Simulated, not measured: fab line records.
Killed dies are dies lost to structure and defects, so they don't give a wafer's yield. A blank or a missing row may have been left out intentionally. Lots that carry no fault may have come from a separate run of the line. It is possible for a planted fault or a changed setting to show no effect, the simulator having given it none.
fab line records | flow gf180mcu
record lots=14 | wafers=42 | lastDay=34
route steps=602 shown SALICIDE@284 V1@351
lots that met no fault: taken from a fault-free run of the same line
startH: hours from the record's opening day to when the first of the lot's shown wafers began | waitH: hours elapsed since this lot's preceding step | " unchanged from the row above | L1.1+2: several wafers, shown together as one row | - value missing, or start not given | * or withheld: withheld | < > ~ a bound
route shown NAME@n: names a module that has steps shown in the file, with the first one's number in the route | usual: mean/standard deviation of fault-free wafers | same: alike in all rows | chamber/n: place in a boat | sites: readings site by site | _std_site: the standard deviation of these | _edge_site: inner sites' mean taken away from outer sites' mean | radiusMm: for every site, how far away it sits from the centre of the wafer | mask NAME#n: copy n | behind: tool/chamber where the wafer was last shaped | hold: what put the lot on hold/how long, in hours/how the hold closed | device: whichever transistor did not switch (one of n, p or np) | end of line: the same wafers' tests at the end of the route | a step without rows: its recipe alone | killed: not the wafer's yield, but the dies lost to structure and defects at the first sort | map: a wafer's dies, x killed, . not, _ none there
set.NAME: the setting as run; set.NAME@STEP: as run at that earlier step | model.NAME: the simulator's own value behind a step, which no gauge read
the route's steps for a sample of lots (tables are steps, rows are wafers)
services: from which hour (startH, from the record's first day; less than 0 if before it) a tool's chamber was out of use, for how many hours, and why
## steps
# step GF_SALICIDE_RTA_06
# recipe tempC=530 | timeS=30 | ambient=N2
# usual chamberO2Ppm=2.003/0.022 | lampPowerPct=5.29/0.2 | wafer_temp_C_max=532.0/0.74
lot.wafer | tool         | chamber | startH | waitH | chamberO2Ppm | lampPowerPct | wafer_temp_C_max
L699.1    | rtpAnneal-02 | 0       | 348.91 | 0.1   | 2.015        | 5.09         | 533.7
L699.2    | "            | 0       | "      | "     | 2.016        | 5.08         | 532.1
L699.3    | "            | 0       | "      | "     | 2.006        | 5.09         | 532.7
L701.1    | rtpAnneal-01 | 0       | 365.52 | 0.1   | 2.011        | 5.49         | 532.0
L701.4    | "            | 0       | "      | "     | 2.011        | 5.50         | 531.0
L701.5    | "            | 0       | "      | "     | 1.985        | 5.50         | 531.8
L703.3    | rtpAnneal-01 | 0       | 384.69 | 0.1   | 2.010        | 5.50         | 531.8
L703.5    | "            | 0       | "      | "     | 1.987        | 5.49         | 531.6
L703.6    | "            | 0       | "      | "     | 1.985        | 5.49         | 531.5
L704.2    | rtpAnneal-01 | 0       | 393.41 | 0.1   | 1.994        | 4.50         | 484.1
L704.3    | "            | 0       | "      | "     | 2.010        | 4.50         | 483.5
L704.5    | "            | 0       | "      | "     | 1.946        | 4.50         | 484.4
L705.3    | rtpAnneal-01 | 0       | 404.84 | 0.1   | 2.057        | 4.50         | 484.5
L705.4    | "            | 0       | "      | "     | 1.987        | 4.49         | 483.9
L705.6    | "            | 0       | "      | "     | 2.034        | 4.49         | 484.2
L706.1    | rtpAnneal-01 | 0       | 410.18 | 0.1   | 2.027        | 4.50         | 484.2
L706.3    | "            | 0       | "      | "     | 2.062        | 4.50         | 484.6
L706.5    | "            | 0       | "      | "     | 2.082        | 4.50         | 484.7
L711.4    | rtpAnneal-02 | 0       | 451.47 | 0.1   | 2.007        | 5.08         | 531.9
L711.5    | "            | 0       | "      | "     | 2.027        | 5.09         | 533.1
L711.6    | "            | 0       | "      | "     | 1.969        | 5.10         | 532.6
L713.1    | rtpAnneal-02 | 0       | 468.91 | 0.1   | 1.992        | 5.09         | 532.8
L713.5    | "            | 0       | "      | "     | 1.982        | 5.10         | 532.4
L713.6    | "            | 0       | "      | "     | 1.980        | 5.09         | 532.5
L715.1    | rtpAnneal-01 | 0       | 488.51 | 0.1   | 2.006        | 5.49         | 531.9
L715.3    | "            | 0       | "      | "     | 2.008        | 5.49         | 531.1
L715.4    | "            | 0       | "      | "     | 1.993        | 5.49         | 531.2
L716.1    | rtpAnneal-01 | 0       | 496.42 | 0.1   | 1.999        | 5.49         | 531.1
L716.4    | "            | 0       | "      | "     | 1.999        | 5.49         | 531.5
L716.6    | "            | 0       | "      | "     | 2.010        | 5.50         | 530.8
L717.4    | rtpAnneal-02 | 0       | 503.91 | 0.1   | 1.994        | 5.09         | 532.3
L717.5    | "            | 0       | "      | "     | 1.986        | 5.08         | 531.7
L717.6    | "            | 0       | "      | "     | 2.007        | 5.08         | 532.9
L718.1    | rtpAnneal-01 | 0       | 514.17 | 0.1   | 1.947        | 5.49         | 532.0
L718.5    | "            | 0       | "      | "     | 1.970        | 5.50         | 530.9
L718.6    | "            | 0       | "      | "     | 2.004        | 5.49         | 531.1
L719.1    | rtpAnneal-02 | 0       | 521.48 | 0.1   | 2.034        | 5.08         | 533.6
L719.3    | "            | 0       | "      | "     | 2.029        | 5.09         | 533.1
L719.6    | "            | 0       | "      | "     | 2.019        | 5.09         | 533.1
L720.2    | rtpAnneal-01 | 0       | 528.15 | 0.1   | 1.958        | 5.49         | 531.4
L720.5    | "            | 0       | "      | "     | 1.989        | 5.50         | 531.6
L720.6    | "            | 0       | "      | "     | 2.001        | 5.50         | 530.7
# step GF_V1_ETCH_16
# recipe chemistry=N2/H2 | targetDepthA=withheld | overetchA=withheld | timeS=withheld | target=BARC | ionEnergyEv=200 | sourceW=500 | biasW=100 | pressureMtorr=30 | n2FlowSccm=100 | h2FlowSccm=200
# usual drypumpMotorCurrentA=5.6/0.51 | oesProductAu=0.855/0.0047 | throttleValvePct=13.225/0.0088
lot.wafer | tool       | chamber | startH | waitH | drypumpMotorCurrentA | oesProductAu | throttleValvePct
L699.1    | rieDiel-04 | 2       | 421.19 | 0.0   | 6.6                  | 0.847        | 13.216
L699.2    | "          | 0       | "      | "     | 5.2                  | 0.853        | 13.221
L699.3    | "          | 3       | "      | "     | 6.1                  | 0.855        | 13.234
L701.1    | rieDiel-02 | 1       | 439.84 | 0.0   | 5.9                  | 0.856        | 13.224
L701.4    | "          | 3       | "      | "     | 4.9                  | 0.847        | 13.227
L701.5    | "          | 2       | "      | "     | 5.1                  | 0.864        | 13.238
L703.3    | rieDiel-03 | 0       | 459.64 | 0.0   | 6.2                  | 0.860        | 13.225
L703.5    | "          | 2       | "      | "     | 6.2                  | 0.850        | 13.225
L703.6    | "          | 1       | "      | "     | 5.2                  | 0.855        | 13.223
L704.2    | rieDiel-02 | 3       | 468.04 | 0.0   | 4.9                  | 0.858        | 13.225
L704.3    | "          | 0       | "      | "     | 5.7                  | 0.851        | 13.217
L704.5    | "          | 2       | "      | "     | 5.1                  | 0.851        | 13.225
L705.3    | rieDiel-02 | 1       | 480.64 | 0.0   | 5.9                  | 0.857        | 13.223
L705.4    | "          | 3       | "      | "     | 4.9                  | 0.863        | 13.204
L705.6    | "          | 3       | "      | "     | 4.9                  | 0.859        | 13.219
L706.1    | rieDiel-04 | 1       | 487.14 | 0.0   | 5.4                  | 0.859        | 13.227
L706.3    | "          | 2       | "      | "     | 6.6                  | 0.855        | 13.236
L706.5    | "          | 1       | "      | "     | 5.4                  | 0.858        | 13.235
L711.4    | rieDiel-04 | 3       | 527.04 | 0.0   | 6.1                  | 0.856        | 13.225
L711.5    | "          | 1       | "      | "     | 5.4                  | 0.860        | 13.221
L711.6    | "          | 2       | "      | "     | 6.6                  | 0.856        | 13.231
L713.1    | rieDiel-03 | 0       | 543.36 | 0.0   | 6.2                  | 0.856        | 13.229
L713.5    | "          | 1       | "      | "     | 5.2                  | 0.856        | 13.233
L713.6    | "          | 0       | "      | "     | 6.2                  | 0.854        | 13.243
L715.1    | rieDiel-03 | 0       | 560.99 | 0.0   | 6.2                  | 0.858        | 13.236
L715.3    | "          | 3       | "      | "     | 6.1                  | 0.853        | 13.231
L715.4    | "          | 2       | "      | "     | 6.1                  | 0.861        | 13.230
L716.1    | rieDiel-02 | 1       | 568.49 | 0.0   | 5.9                  | 0.861        | 13.214
L716.4    | "          | 3       | "      | "     | 4.9                  | 0.853        | 13.220
L716.6    | "          | 1       | "      | "     | 5.9                  | 0.857        | 13.241
L717.4    | rieDiel-02 | 2       | 576.74 | 0.0   | 5.1                  | 0.850        | 13.230
L717.5    | "          | 2       | "      | "     | 5.1                  | 0.863        | 13.233
L717.6    | "          | 1       | "      | "     | 5.9                  | 0.852        | 13.227
L718.1    | rieDiel-03 | 3       | 584.59 | 0.0   | 6.1                  | 0.853        | 13.239
L718.5    | "          | 1       | "      | "     | 5.2                  | 0.853        | 13.218
L718.6    | "          | 0       | "      | "     | 6.2                  | 0.851        | 13.235
L719.1    | rieDiel-03 | 2       | 592.04 | 0.0   | 6.1                  | 0.852        | 13.208
L719.3    | "          | 3       | "      | "     | 6.1                  | 0.855        | 13.203
L719.6    | "          | 2       | "      | "     | 6.2                  | 0.862        | 13.217
L720.2    | rieDiel-02 | 2       | 599.29 | 0.0   | 5.1                  | 0.847        | 13.232
L720.5    | "          | 1       | "      | "     | 5.9                  | 0.859        | 13.226
L720.6    | "          | 2       | "      | "     | 5.1                  | 0.851        | 13.215
# step GF_V1_CVD_23
# recipe material=W | targetThkNm=350 | timeS=105.05 | tempC=400 | pressureTorr=40
# usual heaterPowerW=861/40
lot.wafer | tool    | chamber | startH | waitH | heaterPowerW
L699.1    | cvdW-02 | 1       | 421.95 | 0.0   | 878
L699.2    | "       | 0       | "      | "     | 809
L699.3    | "       | 0       | "      | "     | 800
L701.1    | cvdW-02 | 1       | 440.64 | 0.0   | 880
L701.4    | "       | 1       | "      | "     | 871
L701.5    | "       | 0       | "      | "     | 780
L703.3    | cvdW-02 | 0       | 460.44 | 0.1   | 801
L703.5    | "       | 1       | "      | "     | 888
L703.6    | "       | 0       | "      | "     | 787
L704.2    | cvdW-02 | 0       | 468.80 | 0.0   | 782
L704.3    | "       | 0       | "      | "     | 782
L704.5    | "       | 0       | "      | "     | 811
L705.3    | cvdW-01 | 0       | 481.45 | 0.1   | 875
L705.4    | "       | 1       | "      | "     | 905
L705.6    | "       | 1       | "      | "     | 892
L706.1    | cvdW-02 | 1       | 487.93 | 0.0   | 885
L706.3    | "       | 0       | "      | "     | 806
L706.5    | "       | 0       | "      | "     | 793
L711.4    | cvdW-02 | 0       | 527.87 | 0.1   | 795
L711.5    | "       | 0       | "      | "     | 822
L711.6    | "       | 1       | "      | "     | 889
L713.1    | cvdW-02 | 0       | 544.13 | 0.0   | 812
L713.5    | "       | 0       | "      | "     | 806
L713.6    | "       | 1       | "      | "     | 904
L715.1    | cvdW-01 | 1       | 561.75 | 0.0   | 879
L715.3    | "       | 0       | "      | "     | 876
L715.4    | "       | 1       | "      | "     | 896
L716.1    | cvdW-01 | 1       | 569.25 | 0.0   | 913
L716.4    | "       | 0       | "      | "     | 887
L716.6    | "       | 0       | "      | "     | 880
L717.4    | cvdW-02 | 0       | 577.57 | 0.1   | 813
L717.5    | "       | 0       | "      | "     | 769
L717.6    | "       | 1       | "      | "     | 897
L718.1    | cvdW-01 | 0       | 585.37 | 0.0   | 874
L718.5    | "       | 0       | "      | "     | 892
L718.6    | "       | 1       | "      | "     | 879
L719.1    | cvdW-01 | 0       | 592.86 | 0.0   | 883
L719.3    | "       | 1       | "      | "     | 882
L719.6    | "       | 1       | "      | "     | 918
L720.2    | cvdW-01 | 0       | 600.06 | 0.0   | 876
L720.5    | "       | 1       | "      | "     | 879
L720.6    | "       | 0       | "      | "     | 883
# step GF_V1_RS_MEAS_24
# recipe thkMeasGauge=four-point-probe | reads=W_of_V1_CVD_23+TiN_of_V1_SPUTTER_22+Ti_of_V1_SPUTTER_21
# usual V1_W_RS=0.3303/0.0029
lot.wafer | tool         | chamber | startH | waitH | V1_W_RS[ohm/sq]
L699.1    | filmMetro-03 | -       | 422.07 | 0.1   | 0.3288
L699.2    | "            | -       | "      | "     | 0.3326
L699.3    | "            | -       | "      | "     | 0.3274
L701.1    | filmMetro-02 | -       | 440.75 | 0.1   | 0.3320
L701.4    | "            | -       | "      | "     | 0.3293
L701.5    | "            | -       | "      | "     | 0.3274
L703.3    | filmMetro-02 | -       | 460.55 | 0.1   | 0.3305
L703.5    | "            | -       | "      | "     | 0.3299
L703.6    | "            | -       | "      | "     | 0.3327
L704.2    | filmMetro-03 | -       | 468.93 | 0.1   | 0.3305
L704.3    | "            | -       | "      | "     | 0.3272
L704.5    | "            | -       | "      | "     | 0.3307
L705.3    | filmMetro-04 | -       | 481.56 | 0.1   | 0.3297
L705.4    | "            | -       | "      | "     | 0.3327
L705.6    | "            | -       | "      | "     | 0.3309
L706.1    | filmMetro-03 | -       | 488.04 | 0.1   | 0.3349
L706.3    | "            | -       | "      | "     | 0.3301
L706.5    | "            | -       | "      | "     | 0.3339
L711.4    | filmMetro-02 | -       | 528.00 | 0.1   | 0.3325
L711.5    | "            | -       | "      | "     | 0.3272
L711.6    | "            | -       | "      | "     | 0.3322
L713.1    | filmMetro-02 | -       | 544.24 | 0.1   | 0.3320
L713.5    | "            | -       | "      | "     | 0.3314
L713.6    | "            | -       | "      | "     | 0.3312
L715.1    | filmMetro-02 | -       | 561.86 | 0.1   | 0.3292
L715.3    | "            | -       | "      | "     | 0.3259
L715.4    | "            | -       | "      | "     | 0.3316
L716.1    | filmMetro-02 | -       | 569.36 | 0.1   | 0.3297
L716.4    | "            | -       | "      | "     | 0.3302
L716.6    | "            | -       | "      | "     | 0.3322
L717.4    | filmMetro-04 | -       | 577.70 | 0.1   | 0.3320
L717.5    | "            | -       | "      | "     | 0.3292
L717.6    | "            | -       | "      | "     | 0.3289
L718.1    | filmMetro-04 | -       | 585.48 | 0.1   | 0.3338
L718.5    | "            | -       | "      | "     | 0.3321
L718.6    | "            | -       | "      | "     | 0.3325
L719.1    | filmMetro-02 | -       | 592.97 | 0.1   | 0.3269
L719.3    | "            | -       | "      | "     | 0.3278
L719.6    | "            | -       | "      | "     | 0.3253
L720.2    | filmMetro-03 | -       | 600.19 | 0.1   | 0.3342
L720.5    | "            | -       | "      | "     | 0.3295
L720.6    | "            | -       | "      | "     | 0.3325
## services
tool         | chamber | startH | hours | kind
rieDiel-03   | 3       | 347.36 | 6.3   | repair
rieDiel-02   | 1       | 349.12 | 4.0   | repair
rieDiel-03   | 2       | 351.43 | 7.4   | repair
rieDiel-04   | -       | 352.72 | 4.0   | pm
cvdW-01      | -       | 359.55 | 3.8   | repair
cvdW-02      | -       | 390.00 | 14.0  | pm
rieDiel-04   | 3       | 399.56 | 4.3   | repair
rieDiel-02   | 2       | 399.97 | 1.8   | repair
cvdW-02      | -       | 401.81 | 1.3   | repair
rieDiel-03   | 2       | 408.96 | 5.3   | repair
rieDiel-02   | 0       | 412.31 | 2.4   | repair
rieDiel-02   | 0       | 419.65 | 37.0  | repair
cvdW-02      | 1       | 454.92 | 5.4   | repair
rieDiel-03   | -       | 456.38 | 2.8   | repair
rieDiel-02   | 2       | 460.88 | 5.3   | repair
cvdW-02      | 0       | 464.86 | 2.6   | repair
rtpAnneal-02 | -       | 481.76 | 1.3   | pm
cvdW-01      | -       | 490.58 | 0.6   | repair
rieDiel-02   | 2       | 503.06 | 8.0   | repair
cvdW-02      | -       | 528.86 | 2.1   | repair
rieDiel-02   | 2       | 533.11 | 3.2   | repair
rieDiel-02   | -       | 557.85 | 0.1   | repair
cvdW-01      | -       | 562.26 | 0.5   | repair
cvdW-02      | 1       | 571.36 | 2.0   | repair
## key
firstSign step=GF_SALICIDE_RTA_06 | reading=wafer_temp_C_max | direction=down | sigmas=65 | usual=* | struck=*
effect step=GF_SALICIDE_RTA_06 | reading=lampPowerPct | direction=down | sigmas=3.9 | usual=5.29 | struck=4.50
metAt GF_SALICIDE_RTA_06
struckLots L704,L705,L706
testerLeftOut L704,L705,L706
notActingAt GF_V1_ETCH_16,GF_V1_CVD_23,GF_V1_RS_MEAS_24
onsetBetween 384.69 393.41
fault kind=processParameterDrift | tool=rtpAnneal-01 | chamber=- | onsetH=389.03 | steps=GF_SALICIDE_RTA_06 | channel=tempC | offset=* | shape=step | endH=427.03 | actsIn=* | stated=*
# testerLeftOut: of these lots the tester's yield and bins aren't shown, on N5 and GAA mostly nor the transistor test; their killed dies are dies lost to structure and defects alone, not to doping, threshold or leakage, so they don't give the yield
